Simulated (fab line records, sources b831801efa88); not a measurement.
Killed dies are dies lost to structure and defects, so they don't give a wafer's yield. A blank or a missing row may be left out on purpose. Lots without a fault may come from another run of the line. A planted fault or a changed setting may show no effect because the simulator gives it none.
Chamber matching | flow sky130 | SKY_VIA3_CMP_24 on cmp-01: 4 sister chambers
The step polishes, stops on SiO2, t overpolish 20 s, target thk 0 nm. 4 wafers are shown with their chamber, then 7 later ones without.

WAFERS WITH THEIR CHAMBER
wafer  | chamber | motor_current_A (A)
L896.2 | 3       | 11.9
L895.4 | 1       | 9.8
L904.1 | 0       | 10.1
L904.3 | 2       | 8.7

WAFERS WITHOUT THEIR CHAMBER
wafer  | motor_current_A (A)
L904.5 | 8.7
L906.2 | 10.5
L906.3 | 11.5
L906.6 | 10.7
L907.2 | 8.6
L907.4 | 10.7
L907.5 | 11.5

WHICH CHAMBER EACH WENT THROUGH
wafer  | from the rows above          | in truth
L904.5 | 2                            | 2
L906.2 | can't be placed: 0 or 1      | 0
L906.3 | 3                            | 3
L906.6 | can't be placed: 0 or 1 or 3 | 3
L907.2 | 2                            | 2
L907.4 | can't be placed: 0 or 1 or 3 | 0
L907.5 | 3                            | 3
Placed correctly: 4 of 7. Can't be placed from these rows: 3 (the true chamber is among the candidates in 3). Placed wrongly: 0.
How it was worked out, from the rows above alone: a wafer's distance from a chamber is the root of the sum, over the readings, of the square of ((its reading less the chamber's mean) divided by the reading's scatter). The wafer belongs to the nearest chamber; if the next one is less than 2 further off, it can't be placed. A chamber's mean is the mean of its shown wafers. The scatter: with one shown wafer a chamber, the root of the mean of the squares of how far each hidden wafer lies from its nearest shown one.
